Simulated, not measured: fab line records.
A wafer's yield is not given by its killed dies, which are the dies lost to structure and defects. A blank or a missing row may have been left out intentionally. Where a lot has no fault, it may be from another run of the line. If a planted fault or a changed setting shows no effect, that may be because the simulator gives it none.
What tool caused it? -- flow gf180mcu -- 21 wafers from 7 lots sampled at 3 of the route's 602 steps

## WHAT EACH GAUGE READ, for each wafer
GF_M2_OVL_MEAS_15.
lot,measured,on,M2_OVL (nm)
L278,day 19 15:55,overlay-02,-8 -5 -9
L280,day 20 09:10,overlay-01,1 8 -4
L282,day 21 05:35,overlay-02,3 3 8
L286,day 22 15:40,overlay-01,6 3 -1
L290,day 24 02:19,overlay-01,-3 -11 0
L297,day 26 02:43,overlay-02,- - -
L299,day 26 20:20,overlay-02,- - -

## WHAT TOOL EACH LOT RAN ON (gives the tool, then ch and the chambers of the sampled wafers, and finally the start)
lot,GF_V1_SPUTTER_21,GF_M2_EXPOSE_11
L278,"pvd_sputter-01, day 18 14:22","krf_scanner-01 ch 0, day 19 03:51"
L280,"pvd_sputter-01, day 19 08:01","krf_scanner-02 ch 0, day 19 21:22"
L282,"pvd_sputter-01, day 20 04:57","krf_scanner-02 ch 0, day 20 18:01"
L286,"pvd_sputter-04, day 21 15:43","krf_scanner-02 ch 0, day 22 04:31"
L290,"pvd_sputter-01, day 23 03:01","krf_scanner-01 ch 0, day 23 15:11"
L297,"pvd_sputter-01, day 25 04:07","krf_scanner-01, day 25 16:13"
L299,"pvd_sputter-02, day 25 22:44","krf_scanner-01, day 26 10:17"
- GF_V1_SPUTTER_21: material Ti, target thk 15 nm, time 80.02 s.
- GF_M2_EXPOSE_11: exposes mask Metal2, target cd 280 nm.

## THE ANSWER, worked out from the rows above alone
Rule: the usual values come from the lots themselves. The widest of any qualifying gaps counts: lots, ordered by their means at a reading, are off when they make up no more than a third of the lots, leave a main group of 4 or more, and stand apart from it by 3 or more times the standard deviation of that group's means. A main group whose means are all the same, to the digits that the tables above print for the reading, isn't used. Also off: a lot with no number at a reading for which 4 or more lots have one. Where the step has rows for the other lots, those lots are counted as sound.
Off: at GF_M2_OVL_MEAS_15 (M2_OVL), L297, L299. Without a number there: L297, L299. Mean -1 nm and standard deviation 4.6 in the main group.
A tool fits if, at a process step before that reading, it ran every lot that is off, and no sound lot after the first of them. The gauges at GF_M2_OVL_MEAS_15 are tried like those tools. 2 tools fit, krf_scanner-01 at GF_M2_EXPOSE_11 and overlay-02 at GF_M2_OVL_MEAS_15, so this cannot tell which one it is.

## WHAT HAD BEEN PUT IN BY THE SIMULATOR
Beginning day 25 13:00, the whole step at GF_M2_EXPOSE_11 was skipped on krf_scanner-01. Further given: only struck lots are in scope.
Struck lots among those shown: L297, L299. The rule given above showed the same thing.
